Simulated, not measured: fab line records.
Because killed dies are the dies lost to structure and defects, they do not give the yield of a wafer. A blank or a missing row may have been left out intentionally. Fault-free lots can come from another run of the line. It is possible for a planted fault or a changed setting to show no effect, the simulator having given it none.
Chamber matching | flow sky130 | SKY_POLY_GATE_ETCH_16 on rie-diel-03 has 4 sister chambers
The step etches Si3N4 in CH3F/O2, stops on poly-Si, time 147.5 s, target depth 75 nm. 7 wafers are shown with their chamber, then 7 later ones without.

## WAFERS, EACH WITH ITS CHAMBER
wafer  | chamber | drypump-motor-current-A (A) | oes-product-au (a.u.)
L334.2 | 1       | 6.0                         | 0.639
L334.4 | 2       | 5.8                         | 0.645
L336.6 | 3       | 6.2                         | 0.651
L340.4 | 3       | 6.1                         | 0.639
L340.5 | 0       | 5.3                         | 0.635
L344.2 | 0       | 5.3                         | 0.640
L344.3 | 1       | 6.0                         | 0.638

## WAFERS WITHOUT THEIR CHAMBER
wafer  | drypump-motor-current-A (A) | oes-product-au (a.u.)
L344.6 | 5.3                         | 0.644
L352.3 | 5.3                         | 0.643
L352.4 | 5.3                         | 0.637
L352.5 | 6.1                         | 0.640
L354.1 | 5.8                         | 0.641
L354.4 | 6.1                         | 0.643
L354.6 | 6.1                         | 0.653

## EACH ONE'S CHAMBER
wafer  | from the rows above     | in truth
L344.6 | 0                       | 0
L352.3 | 0                       | 0
L352.4 | 0                       | 0
L352.5 | can't be placed: 3 or 1 | 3
L354.1 | 2                       | 2
L354.4 | can't be placed: 3 or 1 | 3
L354.6 | can't be placed: 3 or 1 | 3
4 of 7 placed correctly. From these rows, 3 cannot be placed; in 3 the true chamber is one of the candidates. 0 placed wrongly.
How it was worked out, from the rows above alone: a wafer's distance from a chamber is the root of the sum, over the readings, of the square of ((its reading less the chamber's mean) divided by the reading's scatter). The wafer belongs to the nearest chamber; if the next one is less than 2 further off, it can't be placed. A chamber's mean is the mean of its shown wafers. The scatter is the square root of a quotient: the sum, over the shown wafers, of each reading's squared deviation from its chamber's mean, divided by wafers minus chambers.
